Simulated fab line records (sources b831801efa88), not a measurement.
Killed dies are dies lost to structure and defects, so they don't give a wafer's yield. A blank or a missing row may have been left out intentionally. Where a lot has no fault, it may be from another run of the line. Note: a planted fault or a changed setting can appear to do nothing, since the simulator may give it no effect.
fab line records    flow sky130
record: lots: 12  wafers: 36  last-day: 50
route steps=708 shown LDD_P@264 LOCAL_INTERCONNECT@389 CONTACT@421
lots that met no fault: from a run of the same line without faults
start-h: start of the lot's first displayed wafer, in hours after the record's first day    wait-h: hours elapsed since this lot's preceding step    " unchanged from the row above    L1.1+2: several wafers, shown together as one row    - no value present, or no start provided    * or withheld: withheld    < > ~ a bound
route shown NAME@n: a module of which the file shows steps, and the number in the route of the first    usual: mean and standard deviation over wafers with no fault    same: alike in all rows    chamber/n: place in a boat    sites: per-site readings    _std_site: standard deviation of those values    _edge_site: mean of outer sites minus mean of inner sites    radius-mm: how far each site lies from the wafer's centre    mask NAME#n: copy n    behind: the last tool/chamber to shape the wafer    hold: cause of the lot's hold/its duration in hours/its outcome    device: names the non-switching transistor (n, p or np)    end of line: the same wafers' tests at the end of the route    a step with no rows: only its recipe    killed: count of dies lost to structure and defects at first sort (not the wafer's yield)    map: a wafer's dies, x killed, . not, _ none there
set.NAME: setting as actually run; set.NAME@STEP: the setting as run at that earlier step    model.NAME: the simulator's own value behind a step, which no gauge read
a sample of lots followed through the steps of the route, with each step as a table and each wafer as a row
services: a tool's chamber out of use, with start hour (start-h, from the record's first day; less than 0 if before it), hours out, and reason
== steps ==
step: SKY_LDD_P_IMPLANT_09
recipe: species: BF2  energy-kev: 25  dose-cm2: 1e+13  tilt-deg: withheld
usual: dose-ions-cm2: 9.999e+12/1.2e+10  faraday-current-uA: 56.4/1.2
lot.wafer  tool          chamber  start-h  wait-h  dose-ions-cm2  faraday-current-uA
L818.1     implanter-02  0        420.84   0.0     9.99e+12       58.6
L818.3     "             0        "        "       9.988e+12      55.7
L818.5     "             0        "        "       1.0009e+13     57.1
L819.3     implanter-04  0        437.63   0.1     1.0004e+13     54.9
L819.4     "             0        "        "       1.0012e+13     57.0
L819.5     "             0        "        "       1.0012e+13     54.5
L820.2     implanter-04  0        471.37   0.0     9.996e+12      57.3
L820.5     "             0        "        "       1.0015e+13     55.1
L820.6     "             0        "        "       1e+13          56.5
L821.1     implanter-04  0        482.94   0.0     1.0012e+13     57.3
L821.3     "             0        "        "       9.998e+12      58.2
L821.5     "             0        "        "       9.995e+12      55.7
L823.1     implanter-02  0        503.09   0.0     9.984e+12      56.5
L823.3     "             0        "        "       9.989e+12      55.7
L823.5     "             0        "        "       9.982e+12      58.0
L822.3     implanter-01  0        503.44   0.1     1.0009e+13     57.3
L822.4     "             0        "        "       1.0006e+13     54.1
L822.6     "             0        "        "       9.965e+12      55.1
L827.1     implanter-04  0        512.18   0.0     5.753e+12      33.0
L827.2     "             0        "        "       5.765e+12      32.2
L827.6     "             0        "        "       5.744e+12      31.9
L826.2     implanter-01  0        513.02   0.0     9.994e+12      56.6
L826.3     "             0        "        "       9.993e+12      54.8
L826.5     "             0        "        "       9.981e+12      55.4
L828.1     implanter-04  0        528.30   0.0     5.774e+12      33.8
L828.2     "             0        "        "       5.785e+12      32.2
L828.3     "             0        "        "       5.756e+12      32.6
L832.2     implanter-02  0        562.56   0.0     9.997e+12      56.6
L832.3     "             0        "        "       1.0002e+13     55.9
L832.5     "             0        "        "       9.978e+12      56.2
L838.1     implanter-04  0        619.75   0.0     9.995e+12      57.5
L838.4     "             0        "        "       1.0007e+13     57.0
L838.6     "             0        "        "       1.0001e+13     58.5
L840.3     implanter-02  0        623.95   0.1     9.993e+12      56.5
L840.4     "             0        "        "       9.978e+12      56.4
L840.5     "             0        "        "       9.997e+12      56.6
step: SKY_LDD_P_TW_MEAS_11
usual: LDD_P_TW: 636/4.3
lot.wafer  tool           chamber  start-h  wait-h  LDD_P_TW
L818.1     film-metro-03  -        421.09   0.1     630
L818.3     "              -        "        "       629
L818.5     "              -        "        "       632
L819.3     film-metro-02  -        437.85   0.1     633
L819.4     "              -        "        "       634
L819.5     "              -        "        "       634
L820.2     film-metro-03  -        471.60   0.1     635
L820.5     "              -        "        "       634
L820.6     "              -        "        "       635
L821.1     film-metro-03  -        483.19   0.1     635
L821.3     "              -        "        "       632
L821.5     "              -        "        "       630
L823.1     film-metro-04  -        503.34   0.1     647
L823.3     "              -        "        "       646
L823.5     "              -        "        "       645
L822.3     film-metro-02  -        503.66   0.1     635
L822.4     "              -        "        "       629
L822.6     "              -        "        "       632
L827.1     film-metro-04  -        512.43   0.1     540
L827.2     "              -        "        "       539
L827.6     "              -        "        "       536
L826.2     film-metro-04  -        513.25   0.1     640
L826.3     "              -        "        "       637
L826.5     "              -        "        "       637
L828.1     film-metro-03  -        528.55   0.1     533
L828.2     "              -        "        "       534
L828.3     "              -        "        "       531
L832.2     film-metro-03  -        562.79   0.1     631
L832.3     "              -        "        "       629
L832.5     "              -        "        "       631
L838.1     film-metro-02  -        620.00   0.1     634
L838.4     "              -        "        "       630
L838.6     "              -        "        "       631
L840.3     film-metro-03  -        624.17   0.1     637
L840.4     "              -        "        "       635
L840.5     "              -        "        "       637
step: SKY_LOCAL_INTERCONNECT_THK_MEAS_02
recipe: thk-meas-gauge: xrf  reads: TiN_of_LOCAL_INTERCONNECT_SPUTTER_00
usual: LOCAL_INTERCONNECT_TIN_THK: 102.3/1.3
lot.wafer  tool           chamber  start-h  wait-h  LOCAL_INTERCONNECT_TIN_THK[nm]
L818.1     film-metro-02  -        666.54   0.1     101.4
L818.3     "              -        "        "       101.8
L818.5     "              -        "        "       100.9
L819.3     film-metro-04  -        698.07   0.1     104.1
L819.4     "              -        "        "       103.5
L819.5     "              -        "        "       104.8
L820.2     film-metro-02  -        713.44   0.1     101.0
L820.5     "              -        "        "       102.8
L820.6     "              -        "        "       101.3
L821.1     film-metro-01  -        722.04   0.1     102.8
L821.3     "              -        "        "       102.2
L821.5     "              -        "        "       101.8
L822.3     film-metro-04  -        741.15   0.1     104.0
L822.4     "              -        "        "       103.6
L822.6     "              -        "        "       105.5
L823.1     film-metro-02  -        742.05   0.1     103.6
L823.3     "              -        "        "       102.4
L823.5     "              -        "        "       103.2
L827.1     film-metro-04  -        746.49   0.1     103.7
L827.2     "              -        "        "       105.1
L827.6     "              -        "        "       104.8
L826.2     film-metro-02  -        748.92   0.1     99.9
L826.3     "              -        "        "       99.4
L826.5     "              -        "        "       99.9
L828.1     film-metro-01  -        762.16   0.1     102.4
L828.2     "              -        "        "       101.9
L828.3     "              -        "        "       102.6
L832.2     film-metro-04  -        794.04   0.1     103.4
L832.3     "              -        "        "       103.0
L832.5     "              -        "        "       103.4
L838.1     film-metro-02  -        846.54   0.1     100.6
L838.4     "              -        "        "       101.8
L838.6     "              -        "        "       101.6
L840.3     film-metro-01  -        848.66   0.1     101.7
L840.4     "              -        "        "       100.4
L840.5     "              -        "        "       100.9
step: SKY_LOCAL_INTERCONNECT_METAL_ETCH_14
recipe: target-depth-nm: 110  stop-on: PSG  chemistry: Cl2/BCl3  target: TiN  resist-sidewall-deg: 88  pressure-mtorr: 10  icp-w: 900  bias-w: 48.5  Cl2_flow_sccm: 60  bcl3-flow-sccm: 30  time-s: 31.4
usual: drypump-motor-current-A: 5.8/0.39  oes-product-au: 0.946/0.0074  throttle-valve-pct: 21.897/0.01
same: time-s: 31.4
lot.wafer  tool          chamber  start-h  wait-h  drypump-motor-current-A  oes-product-au  rf-hours-counter-h  throttle-valve-pct
L818.1     rie-metal-04  1        694.95   0.0     5.5                      0.940           8                   21.890
L818.3     "             1        "        "       5.5                      0.944           -                   21.909
L818.5     "             0        "        "       5.7                      0.947           -                   21.896
L819.3     rie-metal-02  0        726.19   0.0     5.4                      0.949           -                   21.882
L819.4     "             1        "        "       5.7                      0.954           -                   21.890
L819.5     "             1        "        "       5.7                      0.944           -                   21.885
L820.2     rie-metal-02  1        740.87   0.0     5.7                      0.947           1                   21.903
L820.5     "             1        "        "       5.7                      0.958           -                   21.902
L820.6     "             0        "        "       5.4                      0.938           -                   21.891
L821.1     rie-metal-02  1        750.10   0.0     5.7                      0.952           1                   21.911
L821.3     "             0        "        "       5.4                      0.951           -                   21.900
L821.5     "             0        "        "       5.4                      0.944           -                   21.892
L822.3     rie-metal-04  0        768.02   0.0     5.7                      0.946           -                   21.902
L822.4     "             1        "        "       5.6                      0.941           -                   21.896
L822.6     "             0        "        "       5.7                      0.955           -                   21.895
L823.1     rie-metal-02  1        769.36   0.0     5.7                      0.963           2                   21.885
L823.3     "             1        "        "       5.7                      0.951           -                   21.893
L823.5     "             0        "        "       5.4                      0.943           -                   21.890
L827.1     rie-metal-01  1        773.13   0.1     6.5                      0.937           16                  21.882
L827.2     "             1        "        "       6.5                      0.960           -                   21.880
L827.6     "             1        "        "       6.5                      0.958           -                   21.876
L826.2     rie-metal-04  1        775.52   0.0     5.5                      0.937           11                  21.913
L826.3     "             1        "        "       5.5                      0.932           -                   21.887
L826.5     "             1        "        "       5.5                      0.930           -                   21.885
L828.1     rie-metal-04  1        788.61   0.0     5.5                      0.952           11                  21.897
L828.2     "             0        "        "       5.6                      0.947           10                  21.895
L828.3     "             0        "        "       5.6                      0.947           -                   21.891
L832.2     rie-metal-04  1        820.65   0.0     5.5                      0.947           13                  21.903
L832.3     "             1        "        "       5.5                      0.939           -                   21.886
L832.5     "             1        "        "       5.5                      0.945           -                   21.903
L838.1     rie-metal-01  1        872.98   0.0     6.5                      0.941           3                   21.891
L838.4     "             1        "        "       6.5                      0.944           -                   21.918
L838.6     "             1        "        "       6.5                      0.945           -                   21.917
L840.3     rie-metal-01  0        874.77   0.0     6.3                      0.943           -                   21.893
L840.4     "             1        "        "       6.5                      0.937           -                   21.895
L840.5     "             0        "        "       6.3                      0.949           -                   21.900
step: SKY_CONTACT_OVL_MEAS_15
usual: CONTACT_OVL: 0/5.6
lot.wafer  tool        chamber  start-h  wait-h  CONTACT_OVL[nm]
L818.1     overlay-02  -        723.31   0.1     0
L818.3     "           -        "        "       -6
L818.5     "           -        "        "       -1
L819.3     overlay-02  -        753.96   0.1     6
L819.4     "           -        "        "       0
L819.5     "           -        "        "       6
L820.2     overlay-01  -        769.06   0.1     0
L820.5     "           -        "        "       -2
L820.6     "           -        "        "       0
L821.1     overlay-01  -        777.55   0.1     6
L821.3     "           -        "        "       -2
L821.5     "           -        "        "       2
L822.3     overlay-02  -        794.51   0.1     -5
L822.4     "           -        "        "       -8
L822.6     "           -        "        "       -5
L823.1     overlay-01  -        797.76   0.1     -4
L823.3     "           -        "        "       5
L823.5     "           -        "        "       8
L827.1     overlay-02  -        800.96   0.1     10
L827.2     "           -        "        "       7
L827.6     "           -        "        "       9
L826.2     overlay-02  -        803.55   0.1     -8
L826.3     "           -        "        "       -5
L826.5     "           -        "        "       0
L828.1     overlay-01  -        816.96   0.1     8
L828.2     "           -        "        "       4
L828.3     "           -        "        "       7
L832.2     overlay-01  -        848.46   0.1     -1
L832.3     "           -        "        "       8
L832.5     "           -        "        "       7
L838.1     overlay-02  -        899.26   0.1     -8
L838.4     "           -        "        "       -7
L838.6     "           -        "        "       -6
L840.3     overlay-01  -        901.57   0.1     -2
L840.4     "           -        "        "       4
L840.5     "           -        "        "       0
== services ==
tool          chamber  start-h  hours  kind
implanter-04  -        397.41   25.2   repair
rie-metal-02  -        408.73   2.1    repair
rie-metal-04  -        437.39   0.5    repair
rie-metal-04  1        499.17   3.1    repair
implanter-04  -        512.49   4.1    pm
rie-metal-04  -        519.71   0.3    repair
implanter-02  -        522.19   1.1    repair
implanter-02  -        527.12   5.6    repair
implanter-04  -        556.43   0.7    repair
implanter-04  -        567.53   10.3   repair
rie-metal-04  -        569.42   0.4    repair
implanter-04  -        581.12   3.4    pm
implanter-04  -        588.09   2.3    repair
implanter-04  -        598.46   15.0   pm
implanter-04  -        615.20   1.9    repair
rie-metal-04  1        634.69   19.9   repair
rie-metal-04  -        679.80   14.6   pm
implanter-04  -        697.67   2.7    repair
rie-metal-04  1        698.22   6.3    repair
implanter-04  -        718.24   0.8    repair
implanter-04  -        792.39   1.4    repair
rie-metal-04  -        817.85   1.0    repair
rie-metal-04  -        844.59   1.9    repair
rie-metal-04  -        866.96   0.1    repair
== key ==
first-sign: step: SKY_LDD_P_IMPLANT_09  reading: dose-ions-cm2  direction: down  sigmas: 99+  usual: *  struck: *
effect: step: SKY_LDD_P_IMPLANT_09  reading: faraday-current-uA  direction: down  sigmas: 20  usual: 56.4  struck: 32.6
effect: step: SKY_LDD_P_TW_MEAS_11  reading: LDD_P_TW  direction: down  sigmas: 23  usual: 636  struck: 535
met-at SKY_LDD_P_IMPLANT_09
struck-lots L827,L828
tester-left-out L827,L828
not-acting-at SKY_LOCAL_INTERCONNECT_THK_MEAS_02,SKY_LOCAL_INTERCONNECT_METAL_ETCH_14,SKY_CONTACT_OVL_MEAS_15
onset-between 482.94 512.18
fault: kind: process-parameter-drift  tool: implanter-04  chamber: -  onset-h: 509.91  steps: SKY_LDD_P_IMPLANT_09  channel: dose-cm2  offset: *  shape: step  end-h: 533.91  acts-in: *  stated: *
tester-left-out: of these lots the tester's yield and bins aren't shown, on N5 and GAA mostly nor the transistor test; their killed dies are dies lost to structure and defects alone, not to doping, threshold or leakage, so they don't give the yield
